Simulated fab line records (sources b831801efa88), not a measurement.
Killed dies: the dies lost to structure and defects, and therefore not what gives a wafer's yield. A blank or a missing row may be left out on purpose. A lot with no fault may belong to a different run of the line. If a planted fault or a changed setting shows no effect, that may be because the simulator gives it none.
The tool behind it: which one? ; flow sky130 ; 9 lots with 27 wafers sampled at 4 steps, on a route of 708 steps

## WHAT THE GAUGES READ, wafer by wafer
SKY_METAL2_RS_MEAS_05: the measuring method here is four-point-probe.
lot;measured;on;METAL2_ALCU_RS (ohm/sq)
L247;day 33 20:46;film_metro-03;0.1267 0.1263 0.1269
L248;day 34 06:06;film_metro-01;0.1257 0.1255 0.1255
L251;day 35 09:56;film_metro-01;0.1283 0.1288 0.1285
L254;day 36 14:31;film_metro-01;0.1277 0.1268 0.1289
L260;day 38 08:11;film_metro-04;0.1683 0.1277 0.1288
L262;day 38 12:37;film_metro-04;0.1264 0.1269 0.1262
L263;day 39 02:58;film_metro-01;0.1268 0.1259 0.1248
L267;day 40 06:13;film_metro-03;0.1265 0.1255 0.1272
L269;day 40 23:32;film_metro-01;0.1271 0.1264 0.1277

## WHAT TOOL EACH LOT RAN ON (gives the tool, then ch and the chambers of the sampled wafers, and finally the start)
lot;SKY_VIA1_SPUTTER_20;SKY_METAL2_SPUTTER_02;SKY_METAL2_SPUTTER_03
L247;pvd_sputter-01, day 33 19:59;pvd_sputter-04, day 33 20:41;pvd_sputter-04, day 33 20:42
L248;pvd_sputter-01, day 34 05:20;pvd_sputter-02, day 34 06:01;pvd_sputter-02, day 34 06:02
L251;pvd_sputter-01, day 35 09:08;pvd_sputter-02, day 35 09:49;pvd_sputter-02, day 35 09:50
L254;pvd_sputter-03, day 36 13:45;pvd_sputter-04, day 36 14:26;pvd_sputter-04, day 36 14:27
L260;pvd_sputter-01, day 38 07:22;pvd_sputter-02, day 38 08:02;pvd_sputter-02, day 38 08:04
L262;pvd_sputter-04, day 38 11:49;pvd_sputter-01, day 38 12:30;pvd_sputter-01, day 38 12:31
L263;pvd_sputter-03, day 39 01:53;pvd_sputter-01, day 39 02:52;pvd_sputter-01, day 39 02:53
L267;pvd_sputter-04, day 40 05:26;pvd_sputter-04, day 40 06:08;pvd_sputter-04, day 40 06:09
L269;pvd_sputter-04, day 40 22:46;pvd_sputter-01, day 40 23:26;pvd_sputter-01, day 40 23:28
- SKY_VIA1_SPUTTER_20: material TiN, target thk 20 nm, time 80 s.
- SKY_METAL2_SPUTTER_02: material AlCu, target thk 250 nm, time 13.3 s.
- SKY_METAL2_SPUTTER_03: material Ti, target thk 5 nm, time 3.3 s.

## THE ANSWER, worked out from the rows above alone
Rule: usual is defined by the lots themselves. Put in order of their means at a reading, lots are off if they are a third of the lots or fewer, leave a main group of 4 or more, and stand apart from it by a gap of 3 or more times the standard deviation of the main group's means; of several such gaps the widest counts. A main group is skipped when, at the precision printed for the reading in the tables above, its means are all equal. Also off: a lot with no number at a reading for which 4 or more lots have one. Where the step has rows for the other lots, those lots are counted as sound.
Off: at SKY_METAL2_RS_MEAS_05 (METAL2_ALCU_RS), L260. Mean 0.1268 ohm/sq and standard deviation 0.00092 in the main group.
If a tool, at a process step before that reading, ran all the lots that are off and no sound lot after the first of them, it fits. The gauges at SKY_METAL2_RS_MEAS_05 are tried like those tools. Can't be told from this: 2 tools fit, pvd_sputter-01 at SKY_VIA1_SPUTTER_20, pvd_sputter-02 at SKY_METAL2_SPUTTER_02 and SKY_METAL2_SPUTTER_03.

## WHAT WAS PUT IN BY THE SIMULATOR
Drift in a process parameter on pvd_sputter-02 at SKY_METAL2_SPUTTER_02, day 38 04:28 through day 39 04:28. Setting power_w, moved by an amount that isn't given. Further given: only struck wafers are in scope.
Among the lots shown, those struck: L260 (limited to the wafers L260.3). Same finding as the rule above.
